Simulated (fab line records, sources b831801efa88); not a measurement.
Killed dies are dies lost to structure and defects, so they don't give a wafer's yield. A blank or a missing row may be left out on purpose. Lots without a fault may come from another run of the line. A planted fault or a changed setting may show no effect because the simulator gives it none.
Which tool did it? | flow gf180mcu | 13 lots, 39 wafers sampled, at 3 steps of a route of 602

WHAT THE GAUGES READ, wafer by wafer
GF_VT_IMPLANT_TW_MEAS_43.
lot  | measured     | on            | VT_IMPLANT_4_TW
L549 | day 7 12:11  | film_metro-02 | 678 671 672
L551 | day 8 05:59  | film_metro-04 | 700 699 705
L553 | day 8 13:31  | film_metro-03 | 701 698 697
L554 | day 9 00:41  | film_metro-02 | 677 679 680
L555 | day 9 05:34  | film_metro-03 | 697 697 698
L556 | day 9 08:02  | film_metro-02 | 676 679 675
L557 | day 9 16:26  | film_metro-03 | 698 694 695
L559 | day 10 07:22 | film_metro-03 | 696 696 698
L563 | day 11 12:01 | film_metro-03 | 30 30 30
L565 | day 11 19:43 | film_metro-04 | 699 695 701
L570 | day 13 08:03 | film_metro-03 | 701 700 700
L571 | day 13 13:58 | film_metro-03 | 703 700 700
L572 | day 13 21:16 | film_metro-03 | 702 706 701

WHICH TOOL RAN EACH LOT (tool, then ch and the chambers of the sampled wafers, then the start)
lot  | GF_VT_IMPLANT_STRIP_31               | GF_VT_IMPLANT_STRIP_42
L549 | plasma_asher-04 ch 0,1, day 6 20:20  | plasma_asher-04 ch 0,1, day 7 12:05
L551 | plasma_asher-01 ch 0,1, day 7 13:34  | plasma_asher-04 ch 0,1, day 8 05:53
L553 | plasma_asher-03 ch 0,1, day 7 21:36  | plasma_asher-04 ch 0,1, day 8 13:25
L554 | plasma_asher-04 ch 0,1, day 8 09:17  | plasma_asher-04 ch 0,1, day 9 00:36
L555 | plasma_asher-04 ch 0,1, day 8 13:14  | plasma_asher-03 ch 0,1, day 9 05:28
L556 | plasma_asher-04 ch 0,1, day 8 16:23  | plasma_asher-01 ch 0,1, day 9 07:57
L557 | plasma_asher-04 ch 0,1, day 8 23:50  | plasma_asher-03 ch 0,1, day 9 16:20
L559 | plasma_asher-04 ch 0,1, day 9 13:40  | plasma_asher-01 ch 0,1, day 10 07:16
L563 | plasma_asher-03 ch 0,1, day 10 17:23 | plasma_asher-01 ch 0,1, day 11 11:56
L565 | plasma_asher-04 ch 0,1, day 11 01:31 | plasma_asher-04 ch 0,1, day 11 19:37
L570 | plasma_asher-04 ch 0,1, day 12 12:27 | plasma_asher-03 ch 0,1, day 13 07:57
L571 | plasma_asher-03 ch 0,1, day 12 18:08 | plasma_asher-04 ch 0,1, day 13 13:52
L572 | plasma_asher-04 ch 0,1, day 13 00:11 | plasma_asher-01 ch 0,1, day 13 21:10
- GF_VT_IMPLANT_STRIP_31: strips in O2/N2.
- GF_VT_IMPLANT_STRIP_42: strips in O2/N2.

WHAT THE TOOLS THEMSELVES READ (means of the sampled wafers that have a number; where no wafer has one, the mark that the record gives instead)
GF_VT_IMPLANT_STRIP_31.
lot  | tool            | drypump_motor_current_A (A) | heater_power_w (W) | oes_product_au (a.u.) | strip_time_to_endpoint_s (s)
L549 | plasma_asher-04 | 5.9                         | 370                | 0.717                 | 12.69
L551 | plasma_asher-01 | 5.1                         | 329                | 0.717                 | 12.65
L553 | plasma_asher-03 | 5.9                         | 375                | 0.720                 | 12.60
L554 | plasma_asher-04 | 5.9                         | 377                | 0.711                 | 12.58
L555 | plasma_asher-04 | 5.7                         | 392                | 0.718                 | 12.66
L556 | plasma_asher-04 | 5.9                         | 375                | 0.718                 | 12.67
L557 | plasma_asher-04 | 5.7                         | 399                | 0.716                 | 12.70
L559 | plasma_asher-04 | 5.7                         | 395                | 0.719                 | 12.65
L563 | plasma_asher-03 | 5.6                         | 341                | 0.927                 | -
L565 | plasma_asher-04 | 5.7                         | 397                | 0.717                 | 12.57
L570 | plasma_asher-04 | 5.7                         | 391                | 0.712                 | 12.66
L571 | plasma_asher-03 | 5.7                         | 337                | 0.718                 | 12.59
L572 | plasma_asher-04 | 5.7                         | 398                | 0.718                 | 12.61

GF_VT_IMPLANT_STRIP_42.
lot  | tool            | drypump_motor_current_A (A) | heater_power_w (W) | oes_product_au (a.u.) | strip_time_to_endpoint_s (s)
L549 | plasma_asher-04 | 5.9                         | 370                | 0.717                 | 12.69
L551 | plasma_asher-04 | 5.7                         | 399                | 0.712                 | 12.60
L553 | plasma_asher-04 | 5.9                         | 371                | 0.717                 | 12.68
L554 | plasma_asher-04 | 5.7                         | 399                | 0.717                 | 12.69
L555 | plasma_asher-03 | 5.7                         | 332                | 0.717                 | 12.70
L556 | plasma_asher-01 | 5.1                         | 330                | 0.715                 | 12.68
L557 | plasma_asher-03 | 5.7                         | 338                | 0.718                 | 12.66
L559 | plasma_asher-01 | 5.5                         | 312                | 0.719                 | 12.64
L563 | plasma_asher-01 | 5.5                         | 314                | 0.715                 | 19.89
L565 | plasma_asher-04 | 5.9                         | 366                | 0.717                 | 12.65
L570 | plasma_asher-03 | 5.9                         | 376                | 0.713                 | 12.62
L571 | plasma_asher-04 | 5.7                         | 396                | 0.711                 | 12.69
L572 | plasma_asher-01 | 5.5                         | 315                | 0.717                 | 12.65

THE ANSWER, worked out from the rows above alone
Rule: what is usual is taken from the lots themselves. Put in order of their means at a reading, lots are off if they are a third of the lots or fewer, leave a main group of 4 or more, and stand apart from it by a gap of 3 or more times the standard deviation of the main group's means; of several such gaps the widest counts. A main group whose means are all the same, to the digits that the tables above print for the reading, isn't used. A lot without any number at a reading at which 4 lots or more have one is off too. The other lots that the step has rows for count as sound. The gauges are gone through in route order, then the tools' own readings, and for those a lot's mean is taken as printed above. The first step at which some lot is off is used, and at that step the reading that is off furthest; a lot without a number counts as furthest.
Off: L563, at GF_VT_IMPLANT_TW_MEAS_43 (VT_IMPLANT_4_TW). The main group: mean 693, standard deviation 10.
A tool fits if, at a process step before that reading, it ran every lot that is off, and no sound lot after the first of them. The gauges at GF_VT_IMPLANT_TW_MEAS_43 aren't tried: what is off there is off at GF_VT_IMPLANT_STRIP_31 too, on other tools, and a gauge's error can't cause that. None of those tried fits.

WHAT THE SIMULATOR HAD PUT IN
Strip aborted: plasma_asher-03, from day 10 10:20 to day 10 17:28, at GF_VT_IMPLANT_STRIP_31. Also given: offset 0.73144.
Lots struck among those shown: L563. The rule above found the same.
